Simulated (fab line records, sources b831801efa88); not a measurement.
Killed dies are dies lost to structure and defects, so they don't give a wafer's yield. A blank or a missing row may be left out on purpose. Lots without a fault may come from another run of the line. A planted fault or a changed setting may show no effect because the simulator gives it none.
One fault seen from 2 desks | flow sky130 | each desk has only its own numbers; what lay behind them comes last

THE METROLOGY DESK
What the gauges read, lot by lot, whatever tool the lot ran on: means of the sampled wafers that have a number. A lot is out of limits, marked OUT, if its mean lies more than 4 standard deviations from the usual mean; the brackets give that distance.
Columns: A = METAL2_ALCU_RS at SKY_METAL2_RS_MEAS_05, usual 0.1266 ohm/sq; B = METAL2_ALCU_THK at SKY_METAL2_THK_MEAS_06, usual 248 nm; C = cd_nm at SKY_METAL2_CD_MEAS_15, usual 138.9 nm
lot  | first seen here | A                 | B              | C
L172 | day 34 18:17    | 0.1277            | 248            | 136.4
L173 | day 35 11:18    | 0.1272            | 248            | 137.8
L174 | day 35 12:50    | 0.1272            | 247            | 140.4
L175 | day 35 20:14    | 0.1257            | 250            | 139.3
L181 | day 37 20:08    | 0.1258            | 250            | 138.5
L182 | day 37 21:03    | 0.1181 (-5.7) OUT | 266 (+6.2) OUT | 140.1
L184 | day 38 14:46    | 0.1251            | 249            | 140.0
L185 | day 38 18:24    | 0.1244            | 253            | 138.5
L189 | day 40 10:10    | 0.1278            | 246            | 139.6
L191 | day 40 10:11    | 0.1232            | 255            | 137.4
L193 | day 40 23:35    | 0.1271            | 248            | 138.3
This desk's finding: out of limits on L182; first on L182, day 37 21:03 (METAL2_ALCU_RS at SKY_METAL2_RS_MEAS_05). In limits: L172, L173, L174, L175, L181, L184, L185, L189, L191, L193.

THE TOOL OWNER'S DESK: pvd_sputter-01
The tool's own readings at SKY_METAL2_SPUTTER_02 (material AlCu, target thk 250 nm, time 13.3 s): means of the sampled wafers that have a number, for each lot that ran on this tool. A lot is out of limits, marked OUT, if its mean lies more than 4 standard deviations from the usual mean; the brackets give that distance.
Columns: A = throttle_valve_pct at SKY_METAL2_SPUTTER_02, usual 30.1 %
lot  | first seen here | A
L172 | day 34 18:08    | 29.7
L173 | day 35 11:13    | 31.0
L181 | day 37 20:02    | 30.5
L182 | day 37 20:56    | 30.5
This desk's finding: nothing out of limits on any of the 4 lots.

PUT TOGETHER
The metrology desk could have raised an alarm at day 37 21:03, on L182.
The tool owner's desk saw nothing out of limits.
The tool owner's desk has L182 on record, within its limits.
Of the lots named, all ran SKY_METAL2_SPUTTER_02 on pvd_sputter-01.

WHAT THE SIMULATOR HAD PUT IN
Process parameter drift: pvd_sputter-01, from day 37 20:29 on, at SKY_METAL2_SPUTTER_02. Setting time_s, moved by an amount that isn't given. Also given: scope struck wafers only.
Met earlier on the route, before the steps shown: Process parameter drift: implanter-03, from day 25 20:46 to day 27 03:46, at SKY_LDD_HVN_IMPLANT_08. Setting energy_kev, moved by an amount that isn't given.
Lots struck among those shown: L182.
Hours from the fault's start to each desk's first reading out of limits: the metrology desk, 1.
